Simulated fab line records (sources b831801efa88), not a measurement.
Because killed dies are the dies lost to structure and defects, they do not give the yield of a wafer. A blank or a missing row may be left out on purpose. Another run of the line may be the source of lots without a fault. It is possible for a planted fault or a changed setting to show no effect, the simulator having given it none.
Code-filled problem report in 8D (eight disciplines) form | flow sky130 | the parts of the form that need people (team, actions taken, sign-off) are left out

== 1. PROBLEM STATEMENT ==
cd nm at SKY_SONOS_TUNNEL_CD_MEAS_07 reads a mean of 444.1 nm on 6 wafers of 2 lots; wafers without a fault read 409.2 nm with a standard deviation of 2. Relative to the usual mean, that is a shift of +17 standard deviations.
The step: target cd 410 nm.
The first sign was on wafer L164.1 at day 16 12:42, on cd sem-02. The record holds 42 wafers of 14 lots with a number at this step. Rule for "out", or "out of limits": more than 4 standard deviations from the usual mean. All remaining wafers that have a number are taken as sound.

== 2. WHAT IT IS; WHAT IT IS NOT ==
question                    | is                     | is not
which readings at this step | cd nm                  | -
which lots                  | L164, L165             | L149, L150, L151, L153, L154, L155, L158, L160, L161, L170, L171, L172
which wafers of those lots  | all that have a number | -
read on which gauges        | cd sem-01, cd sem-02   | -
when                        | from day 16 12:42      | up to then (27 sound wafers); but 9 sound wafers of L170, L171, L172 came after

== 3. WHAT RULES OUT EACH SUSPECT ==
Counting: a tool at any process step up to the reading remains a suspect when it ran all the lots that are out and ran no sound lot after the first of those.
- the gauge at SKY_SONOS_TUNNEL_CD_MEAS_07: ruled out. The wafers that are out were read on 2 gauges (cd sem-01, cd sem-02).
- litho track-03 at SKY_SONOS_TUNNEL_COAT_02 (resist thk 1140 nm): kept. It processed each lot that is out, first L164 at day 15 23:07, and no sound lot thereafter; up to then, the last sound lot it processed was L161 at day 14 21:58.
Left after counting: litho track-03 at SKY_SONOS_TUNNEL_COAT_02.

== 4. THE CAUSE (what the simulator had put in) ==
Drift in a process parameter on litho track-03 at SKY_SONOS_TUNNEL_COAT_02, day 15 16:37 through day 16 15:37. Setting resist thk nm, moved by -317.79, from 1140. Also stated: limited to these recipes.
Only this tool survived the counting.

== 5. THE EFFECT CHAIN, in route order ==
Each row: a reading whose mean over the struck wafers that have a number lies more than 3 standard deviations from the usual. Only readings for which the record gives a usual standard deviation are gone through. hours: the time from each lot's start at the first step in this table that gives one to its start at this step, as a median over the lots. sigmas: the change in usual standard deviations.
hours | step                        | reading | usual    | on struck wafers | change | sigmas
0     | SKY_SONOS_TUNNEL_CD_MEAS_07 | cd nm   | 409.2 nm | 444.1            | +34.9  | +17
At these later measuring or inspecting steps, every struck wafer for which the step has a row has a number for every such reading, and none has moved that far: SKY_SONOS_ONO_THK_MEAS_01, SKY_GATE_OXIDE_THK_MEAS_02.

== 6. WHAT WOULD HAVE CAUGHT IT SOONER ==
In this record the first reading out of limits at a measuring or inspecting step was taken at day 16 12:42, 20 hours after the fault began at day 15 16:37.
By day 16 12:42 the whole set of lots that are out, 2 in number, had already begun SKY_SONOS_TUNNEL_COAT_02 on litho track-03. None of them would have been spared by holding the tool at that moment.
